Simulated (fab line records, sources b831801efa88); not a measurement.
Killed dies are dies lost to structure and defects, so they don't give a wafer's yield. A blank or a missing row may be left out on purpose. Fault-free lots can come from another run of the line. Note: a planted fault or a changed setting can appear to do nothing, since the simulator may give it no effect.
A struck lot beside a sound one	flow sky130	28 out of 708 route steps
Sound: these wafers, L706.2, L706.3, L706.5. Struck: wafers L717.2, L717.4, L717.5. Last of all comes the cause.
Per side, at each step with rows, come the tool, then ch with its chambers, and then its first start. Under that, the readings that differ: sound wafers	struck wafers	difference of the means	sigmas: that difference in standard deviations of wafers without a fault.
alike: same words and numbers on both sides, and readings whose means sit less than 2 such deviations apart. not compared: any withheld reading, any reading some wafer has no value for, any bound like >300 that may hide the same value, and any number with overlapping values for which the record gives no deviation.
The two part at a step that has a row with sigmas, a row that says differs or no value, or rows on one side only. When numbers do not overlap yet have no deviation, they are printed without sigmas and do not part them. A reading missing from all wafers of one side parts the sides only when that side holds two or more wafers.

SKY_VIA4_ETCH_12: etches SiO2 in C4F8/O2/Ar, stops on TiN, target depth 580 nm.
  sound on rie-diel-04 ch 0,2,3, day 42 10:17; struck on rie-diel-04 ch 0,1,3, day 46 00:02
  alike: oes-product-au
then, 4 steps without rows for these wafers: SKY_VIA4_STRIP_13 (strips in O2/N2); SKY_VIA4_STRIP_14 (strips in post etch residue remover, time 1200 s); SKY_VIA4_CLEAN_15 (cleans in IPA, time 180 s); SKY_VIA4_CLEAN_16 (cleans in O3/DIW).
SKY_VIA4_SPUTTER_17: material TiN, target thk 20 nm, time 80 s.
  struck on pvd-sputter-04, day 46 00:41; sound on pvd-sputter-02, day 42 10:56
  alike: cathode-dc-power-W, throttle-valve-pct
then, 1 step without rows for these wafers: SKY_VIA4_CVD_18 (deposits W, target thk 505 nm, time 152.14 s).
SKY_VIA4_RS_MEAS_19: measures by four-point-probe.
  struck on film-metro-04, day 46 00:55; sound on film-metro-04, day 42 11:13
  alike: VIA4_W_RS
SKY_VIA4_THK_MEAS_20: measures by xrf.
  struck on film-metro-04, day 46 01:02; sound on film-metro-04, day 42 11:19
  alike: VIA4_W_THK
then, 1 step without rows for these wafers: SKY_VIA4_CMP_21 (polishes, stops on SiO2, t overpolish 25 s, target thk 0 nm).
SKY_METAL5_SPUTTER_00: material Ti, target thk 15 nm, time 10 s.
  struck on pvd-sputter-01, day 46 01:23; sound on pvd-sputter-03, day 42 11:40
  alike: cathode-dc-power-W, throttle-valve-pct
then, 1 step without rows for these wafers: SKY_METAL5_SPUTTER_01 (material TiN, target thk 20 nm, time 16.7 s).
SKY_METAL5_SPUTTER_02: material AlCu, target thk 1150 nm, time 61.2 s.
  struck on pvd-sputter-01, day 46 01:26; sound on pvd-sputter-03, day 42 11:43
reading	sound	struck	difference	sigmas
cathode-dc-power-W (W)	10600 10598 10600	10914 10917 10918	+317	+99 or more
model.AlCu_of_METAL5_SPUTTER_02.thk-nm (nm)	1140 1134 1133	1207 1197 1193	+63	
  alike: throttle-valve-pct
SKY_METAL5_SPUTTER_03: material Ti, target thk 5 nm, time 3.3 s.
  struck on pvd-sputter-01, day 46 02:41; sound on pvd-sputter-03, day 42 11:46
reading	sound	struck	difference	sigmas
cathode-dc-power-W (W)	3001.1 3000.8 3000.1	2999.0 2999.0 2999.7	-1.4	-3
  alike: throttle-valve-pct
SKY_METAL5_SPUTTER_04: material TiN, target thk 70 nm, time 58.3 s.
  struck on pvd-sputter-01, day 46 02:43; sound on pvd-sputter-03, day 42 11:47
  alike: cathode-dc-power-W, throttle-valve-pct
SKY_METAL5_RS_MEAS_05: measures by four-point-probe.
  struck on film-metro-01, day 46 02:47; sound on film-metro-02, day 42 11:51
reading	sound	struck	difference	sigmas
METAL5_ALCU_RS (ohm/sq)	0.02739 0.02746 0.02755	0.0258 0.026 0.02608	-0.0015	-6
SKY_METAL5_THK_MEAS_06: measures by xrf.
  struck on film-metro-01, day 46 02:53; sound on film-metro-02, day 42 11:58
reading	sound	struck	difference	sigmas
METAL5_ALCU_THK (nm)	1150 1146 1146	1231 1217 1214	+73	+6
then, 8 steps without rows for these wafers: SKY_METAL5_DEHYDRATE_07 (time 60 s); SKY_METAL5_HMDS_08 (prime time 60 s); SKY_METAL5_COAT_09 (resist thk 1800 nm); SKY_METAL5_SOFTBAKE_10 (time 60 s); SKY_METAL5_EXPOSE_11 (exposes mask MM5, target cd 1600 nm); SKY_METAL5_PEB_12; SKY_METAL5_DEVELOP_13 (develop time 60 s); SKY_METAL5_DESCUM_14 (chemistry O2, time 11 s).
SKY_METAL5_METAL_ETCH_15: etches the open film in Cl2/BCl3, stops on SiO2, target depth 1260 nm, time 252 s.
  sound on rie-metal-04 ch 0, day 43 11:08; struck on rie-metal-01 ch 0,1, day 46 22:47
reading	sound	struck	difference	sigmas
drypump-motor-current-A (A)	6.5 6.5 6.5	5.4 5.4 5.3	-1.1	-2
  alike: oes-product-au, throttle-valve-pct
  not compared: rf-hours-counter-h, model.METAL5.feature-depth-nm, model.etch.depth-nm
then, 1 step without rows for these wafers: SKY_METAL5_STRIP_16 (strips in O2/N2).
SKY_PAD_OPEN_PROBE_99:
  struck on prober-02, day 48 16:16; sound on prober-01, day 45 10:28
reading	sound	struck	difference	sigmas
model.etest.met5.rs-ohm-sq	0.02742 0.02757 0.02761	0.02554 0.02629 0.02593	-0.00161	
model.etest.met5.line-ohm-um	0.01712 0.01726 0.01733	0.01597 0.01642 0.01621	-0.00104	
  alike: defect-limited-yield, killed_at_M0_to_M3, killed_at_M4_up, killed-at-contacts, killed-at-front-end, killed-at-other, killed-dies, killed-open, killed-short, sort_bin_3_pad_short, sort_bin_5_function, sort_bin_6_memory, sort-n-pass, sort-yield-pct

## WHERE THEY PART
Earliest at SKY_METAL5_SPUTTER_02; latest, in this record, at SKY_METAL5_METAL_ETCH_15. Later steps at which nothing parts them and some readings are alike: SKY_PAD_OPEN_PROBE_99.

WHY: what the simulator had put in
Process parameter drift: pvd-sputter-01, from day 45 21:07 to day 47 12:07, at SKY_METAL5_SPUTTER_02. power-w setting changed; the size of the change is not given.
